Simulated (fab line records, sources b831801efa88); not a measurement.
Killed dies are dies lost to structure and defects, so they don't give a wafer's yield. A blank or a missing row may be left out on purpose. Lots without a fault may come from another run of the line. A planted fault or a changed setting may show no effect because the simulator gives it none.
fab line records | flow sky130 | part 2 of 2: steps 34 to 43 of 43
record lots=5 wafers=15 last_day=50
route steps=708 shown SD_N@342 SD_P@359 RES_XHIGH@360 SALICIDE@361 LI_CONTACT@362
lots that met no fault: from a run of the same line without faults
start_h: hours from the record's first day to the start of the lot's first wafer shown | wait_h: hours since the lot's step before | " the same as in the row above | L1.1+2: a row that stands for several wafers | - no value, or no start given | * or withheld: withheld | < > ~ a bound
route shown NAME@n: a module of which the file shows steps, and the number in the route of the first | usual: mean/standard deviation of fault-free wafers | same: alike in all rows | chamber/n: place in a boat | sites: the reading at each site | _std_site: their standard deviation | _edge_site: outer sites' mean less inner sites' | radius_mm: how far each site lies from the wafer's centre | mask NAME#n: copy n | behind: the tool/chamber that last shaped the wafer | hold: why the lot was held/for how many hours/how that ended | device: the transistor (n, p or np) that didn't switch | end of line: the same wafers' tests at the end of the route | a step without rows: its recipe alone | killed: dies lost to structure and defects at the first sort, not the wafer's yield | map: a wafer's dies, x killed, . not, _ none there
set.NAME: the setting as run; set.NAME@STEP: as run at that earlier step | model.NAME: the simulator's own value behind a step, which no gauge read
lots at some steps of the route; a table a step, a row a wafer
services: from which hour (start_h, from the record's first day; less than 0 if before it) a tool's chamber was out of use, for how many hours, and why
## steps
# step SKY_LI_CONTACT_ETCH_14
# recipe chemistry=N2/H2 target=BARC ion_energy_ev=200 source_w=500 bias_w=100 pressure_mtorr=30 n2_flow_sccm=100 h2_flow_sccm=200 stop_on=SiO2 time_s=45.9 target_depth_a=600
# usual drypump_motor_current_A=5.6/0.31 oes_product_au=0.854/0.0045 throttle_valve_pct=13.225/0.0094
# columns lot.wafer tool chamber start_h wait_h drypump_motor_current_A oes_product_au rf_hours_counter_h throttle_valve_pct
L074.1 rie_diel-03 1 670.30 0.0 5.7 0.850 12 13.219
L074.2 " 0 " " 6.0 0.857 6 13.225
L074.5 " 0 " " 6.0 0.851 - 13.223
L076.1 rie_diel-03 0 690.01 0.0 6.0 0.846 7 13.216
L076.2 " 2 " " 5.3 0.850 36 13.226
L076.4 " 2 " " 5.3 0.851 - 13.242
L077.2 rie_diel-03 0 698.31 0.0 6.0 0.856 7 13.226
L077.3 " 3 " " 5.7 0.858 2 13.224
L077.5 " 0 " " 6.0 0.850 - 13.221
L085.2 rie_diel-03 1 766.71 0.0 5.7 0.852 13 13.225
L085.3 " 0 " " 6.0 0.864 8 13.226
L085.4 " 2 " " 5.3 0.853 37 13.236
L097.1 rie_diel-03 3 844.88 0.0 5.7 0.860 5 13.234
L097.3 " 2 " " 5.3 0.855 1 13.224
L097.4 " 1 " " 5.7 0.860 15 13.229
# step SKY_LI_CONTACT_ETCH_15
# recipe target=PSG chemistry=C4F8/O2/Ar stop_on=Si taper_deg=4.15 mask_material=KrF-thick source_w=1500 bias_w=1200 pressure_mtorr=40 c4f8_flow_sccm=withheld O2_flow_sccm=6 Ar_flow_sccm=300 time_s=withheld target_depth_a=6000
# usual oes_product_au=0.836/0.0046
# columns lot.wafer tool chamber start_h wait_h oes_product_au
L074.1 rie_diel-03 1 670.34 0.0 0.837
L074.2 " 0 " " 0.831
L074.5 " 0 " " 0.832
L076.1 rie_diel-03 0 690.07 0.0 0.829
L076.2 " 2 " " 0.832
L076.4 " 2 " " 0.834
L077.2 rie_diel-03 0 698.35 0.0 0.834
L077.3 " 3 " " 0.831
L077.5 " 0 " " 0.836
L085.2 rie_diel-03 1 766.75 0.0 0.839
L085.3 " 0 " " 0.838
L085.4 " 2 " " 0.842
L097.1 rie_diel-03 3 844.93 0.0 0.837
L097.3 " 2 " " 0.838
L097.4 " 1 " " 0.838
# step SKY_LI_CONTACT_STRIP_16
# recipe chemistry=O2/N2 power_w=1400 pressure_mtorr=1500 platen_temp_c=withheld o2_flow_sccm=3000 n2_flow_sccm=300 overash_fraction=0.5
# usual drypump_motor_current_A=5.8/0.38 oes_product_au=0.376/0.0044 strip_time_to_endpoint_s=3.493/0.026
# same overash_fraction=0.5
# columns lot.wafer tool chamber start_h wait_h drypump_motor_current_A oes_product_au rf_hours_counter_h strip_time_to_endpoint_s
L074.1 plasma_asher-02 1 670.43 - 6.2 0.380 87 3.497
L074.2 " 0 " " 5.4 0.367 87 3.497
L074.5 " 0 " " 5.4 0.379 - 3.487
L076.1 plasma_asher-03 1 690.20 - 5.5 0.373 55 3.476
L076.2 " 0 " " 6.2 0.379 55 3.465
L076.4 " 1 " " 5.5 0.372 - 3.436
L077.2 plasma_asher-04 1 698.43 - 6.4 0.367 26 3.484
L077.3 " 1 " " 6.4 0.374 - 3.489
L077.5 " 0 " " 5.9 0.380 - 3.455
L085.2 plasma_asher-03 1 766.83 - 5.5 0.379 65 3.511
L085.3 " 1 " " 5.5 0.372 - 3.467
L085.4 " 0 " " 6.1 0.385 - 3.500
L097.1 plasma_asher-02 1 845.01 - 6.2 0.377 109 3.499
L097.3 " 1 " " 6.3 0.375 - 3.539
L097.4 " 0 " " 5.3 0.377 - 3.505
# step SKY_LI_CONTACT_CLEAN_17
# recipe chemistry=NMP time_s=600 temp_c=60 dry=n2_spin
# columns lot.wafer tool chamber start_h wait_h
L074.1+2+5 wet_bench-03 0 670.53 0.1
L076.1+2+4 wet_bench-02 1 690.30 0.1
L077.2+3+5 wet_bench-04 3 698.53 0.1
L085.2+3+4 wet_bench-04 0 766.93 0.1
L097.1+3+4 wet_bench-02 3 845.11 0.1
# step SKY_LI_CONTACT_PRE_CLEAN_18
# recipe gas=Ar time_s=5.6 bias_v=358
# columns lot.wafer tool chamber start_h wait_h
L074.1+2+5 pvd_sputter-02 - 670.70 0.0
L076.1+2+4 pvd_sputter-03 - 690.47 0.0
L077.2+3+5 pvd_sputter-01 - 698.71 0.0
L085.2+3+4 pvd_sputter-01 - 767.11 0.0
L097.1+3+4 pvd_sputter-02 - 845.29 0.0
# step SKY_LI_CONTACT_SPUTTER_19
# recipe material=Ti target_thk_nm=20 chamber_pressure_pa=5 power_w=2500 substrate_temp_c=200 time_s=106.37
# usual throttle_valve_pct=30.2/1.2
# columns lot.wafer tool chamber start_h wait_h throttle_valve_pct
L074.1 pvd_sputter-02 - 670.72 0.0 30.5
L074.2 " - " " 31.6
L074.5 " - " " 31.6
L076.1 pvd_sputter-03 - 690.49 0.0 28.3
L076.2 " - " " 29.9
L076.4 " - " " 29.3
L077.2 pvd_sputter-01 - 698.73 0.0 30.2
L077.3 " - " " 31.6
L077.5 " - " " 29.3
L085.2 pvd_sputter-01 - 767.13 0.0 30.3
L085.3 " - " " 29.1
L085.4 " - " " 31.5
L097.1 pvd_sputter-02 - 845.31 0.0 29.4
L097.3 " - " " 30.6
L097.4 " - " " 32.9
# step SKY_LI_CONTACT_SPUTTER_20
# recipe material=TiN target_thk_nm=20 chamber_pressure_pa=5 power_w=4000 time_s=80
# usual throttle_valve_pct=30.2/1.2
# columns lot.wafer tool chamber start_h wait_h throttle_valve_pct
L074.1 pvd_sputter-02 - 670.80 0.0 30.7
L074.2 " - " " 31.2
L074.5 " - " " 31.6
L076.1 pvd_sputter-03 - 690.57 0.0 28.3
L076.2 " - " " 30.1
L076.4 " - " " 29.8
L077.2 pvd_sputter-01 - 698.81 0.0 30.3
L077.3 " - " " 31.7
L077.5 " - " " 29.3
L085.2 pvd_sputter-01 - 767.21 0.0 30.2
L085.3 " - " " 29.3
L085.4 " - " " 31.6
L097.1 pvd_sputter-02 - 845.38 0.0 29.2
L097.3 " - " " 30.7
L097.4 " - " " 32.6
# step SKY_LI_CONTACT_CVD_21
# recipe material=W target_thk_nm=400 time_s=120.56 temp_c=400 pressure_torr=40
# usual heater_power_w=873/64
# columns lot.wafer tool chamber start_h wait_h heater_power_w
L074.1 cvd_w-02 1 670.86 0.0 825
L074.2 " 0 " " 932
L074.5 " 1 " " 806
L076.1 cvd_w-01 1 690.63 0.0 925
L076.2 " 0 " " 801
L076.4 " 0 " " 797
L077.2 cvd_w-01 0 698.87 0.0 821
L077.3 " 0 " " 805
L077.5 " 1 " " 919
L085.2 cvd_w-01 0 767.27 0.0 807
L085.3 " 1 " " 940
L085.4 " 0 " " 810
L097.1 cvd_w-02 1 845.44 0.0 848
L097.3 " 0 " " 929
L097.4 " 1 " " 831
# step SKY_LI_CONTACT_RS_MEAS_22
# recipe thk_meas_gauge=four-point-probe reads=W_of_LI_CONTACT_CVD_21+TiN_of_LI_CONTACT_SPUTTER_20+Ti_of_LI_CONTACT_SPUTTER_19
# usual LI_CONTACT_W_RS=0.2836/0.0029
# columns lot.wafer tool chamber start_h wait_h LI_CONTACT_W_RS[ohm/sq]
L074.1 film_metro-04 - 670.99 0.1 0.2856
L074.2 " - " " 0.2817
L074.5 " - " " 0.2866
L076.1 film_metro-04 - 690.76 0.1 0.2858
L076.2 " - " " 0.2830
L076.4 " - " " 0.2887
L077.2 film_metro-04 - 699.01 0.1 0.2807
L077.3 " - " " 0.2823
L077.5 " - " " 0.2789
L085.2 film_metro-03 - 767.41 0.1 0.2833
L085.3 " - " " 0.2852
L085.4 " - " " 0.2857
L097.1 film_metro-03 - 845.57 0.1 0.2816
L097.3 " - " " 0.2812
L097.4 " - " " 0.2785
# step SKY_LI_CONTACT_THK_MEAS_23
# recipe thk_meas_gauge=xrf reads=W_of_LI_CONTACT_CVD_21
# usual LI_CONTACT_W_THK=389/6.2
# columns lot.wafer tool chamber start_h wait_h LI_CONTACT_W_THK[nm]
L074.1 film_metro-04 - 671.11 0.1 383
L074.2 " - " " 386
L074.5 " - " " 381
L076.1 film_metro-04 - 690.88 0.1 380
L076.2 " - " " 387
L076.4 " - " " 376
L077.2 film_metro-04 - 699.12 0.1 384
L077.3 " - " " 383
L077.5 " - " " 389
L085.2 film_metro-03 - 767.52 0.1 399
L085.3 " - " " 394
L085.4 " - " " 392
L097.1 film_metro-03 - 845.69 0.1 398
L097.3 " - " " 398
L097.4 " - " " 403
## services
# columns tool chamber start_h hours kind
cmp-02 - 609.77 6.5 pm
pvd_sputter-02 - 610.82 16.9 repair
rie_diel-03 1 619.13 2.0 repair
rie_diel-03 0 619.51 4.4 repair
implanter-03 - 631.29 3.2 pm
hdpcvd-01 1 637.37 3.8 repair
pvd_sputter-03 - 650.69 3.7 repair
krf_scanner-02 - 658.63 0.8 pm
hdpcvd-01 - 659.58 1.1 repair
cvd_w-01 - 681.81 1.1 repair
rie_diel-03 1 685.19 12.9 repair
rie_diel-03 3 687.62 3.3 repair
wet_bench-02 - 691.04 1.9 pm
implanter-03 - 696.90 3.4 repair
implanter-03 - 714.70 3.9 repair
iline_stepper-01 - 724.74 1.7 pm
rie_diel-03 - 727.46 2.8 pm
implanter-03 - 727.71 1.4 repair
implanter-03 - 735.88 2.1 repair
iline_stepper-01 - 738.27 4.4 repair
pvd_sputter-02 - 776.67 4.0 repair
hdpcvd-01 0 796.68 4.7 repair
rie_diel-03 - 809.42 0.3 repair
rie_diel-03 3 819.27 6.7 repair
